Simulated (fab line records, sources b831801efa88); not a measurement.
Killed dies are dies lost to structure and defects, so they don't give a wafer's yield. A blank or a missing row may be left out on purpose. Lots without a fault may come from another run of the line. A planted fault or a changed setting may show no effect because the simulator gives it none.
Problem report in the 8D (eight disciplines) form, filled by code | flow sky130 | the parts of the form that need people (team, actions taken, sign-off) are left out

1. THE PROBLEM
LDD_LDN_TW at SKY_LDD_LDN_TW_MEAS_13 reads a mean of 1562 on 6 wafers of 2 lots; wafers without a fault read 1480 with a standard deviation of 13. That is +6.3 standard deviations from the usual mean.
First seen on wafer L678.1, day 26 23:13, on film_metro-02. The record holds 33 wafers of 11 lots with a number at this step. Rule for "out", or "out of limits": more than 4 standard deviations from the usual mean. The other wafers with a number count as sound.

2. WHAT IT IS AND WHAT IT IS NOT
question                    | is                           | is not
which readings at this step | LDD_LDN_TW                   | -
which lots                  | L678, L680                   | L667, L669, L670, L671, L672, L675, L679, L687, L688
which wafers of those lots  | all that have a number       | -
read on which gauges        | film_metro-02, film_metro-03 | film_metro-01
when                        | from day 26 23:13            | up to then (18 sound wafers); but 9 sound wafers of L679, L687, L688 came after

3. SUSPECTS, AND WHAT RULES EACH OUT
Counting: a tool at a process step up to the reading stays a suspect if it ran every lot that is out and no sound lot after the first of them.
- the gauge at SKY_LDD_LDN_TW_MEAS_13: ruled out. The wafers that are out were read on 2 gauges (film_metro-02, film_metro-03).
- implanter-02 at SKY_LDD_LDN_IMPLANT_10: kept. It ran every lot that is out, first L678 (day 26 22:49), and no sound lot after that; its last sound lot up to then is L675 (day 26 12:28). Its own readings are out on those wafers: dose_ions_cm2, faraday_current_uA.
Left after counting: implanter-02 at SKY_LDD_LDN_IMPLANT_10.

4. THE CAUSE (what the simulator had put in)
Process parameter drift: implanter-02, from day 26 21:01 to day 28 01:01, at SKY_LDD_LDN_IMPLANT_10. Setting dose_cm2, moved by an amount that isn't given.
Counting left only this tool.

5. THE CHAIN OF EFFECTS, in route order
Each row: a reading whose mean over the struck wafers that have a number lies more than 3 standard deviations from the usual. Only readings for which the record gives a usual standard deviation are gone through. hours: the time from each lot's start at the first step in this table that gives one to its start at this step, as a median over the lots. sigmas: the change in usual standard deviations.
hours | step                   | reading            | usual    | on struck wafers | change    | sigmas
0     | SKY_LDD_LDN_IMPLANT_10 | dose_ions_cm2      | 1.25e+13 | 2.15e+13         | +8.97e+12 | +99 or more
0     | SKY_LDD_LDN_IMPLANT_10 | faraday_current_uA | 70.4     | 121.9            | +51.5     | +37
0     | SKY_LDD_LDN_TW_MEAS_13 | LDD_LDN_TW         | 1480     | 1562             | +82       | +6.3
The process steps in it:
- SKY_LDD_LDN_IMPLANT_10

6. WHAT WOULD HAVE CAUGHT IT SOONER
In this record the first reading out of limits at a measuring or inspecting step was taken at day 26 23:13, 2 hours after the fault began at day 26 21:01.
The tool's own readings at SKY_LDD_LDN_IMPLANT_10 were out on every struck wafer that the step has a row for (dose_ions_cm2, faraday_current_uA): an alarm limit on them would have fired on the first of those.
Of the lots that are out (2), L680 began SKY_LDD_LDN_IMPLANT_10 on implanter-02 after day 26 23:13. A hold on the tool at that time would have spared it.
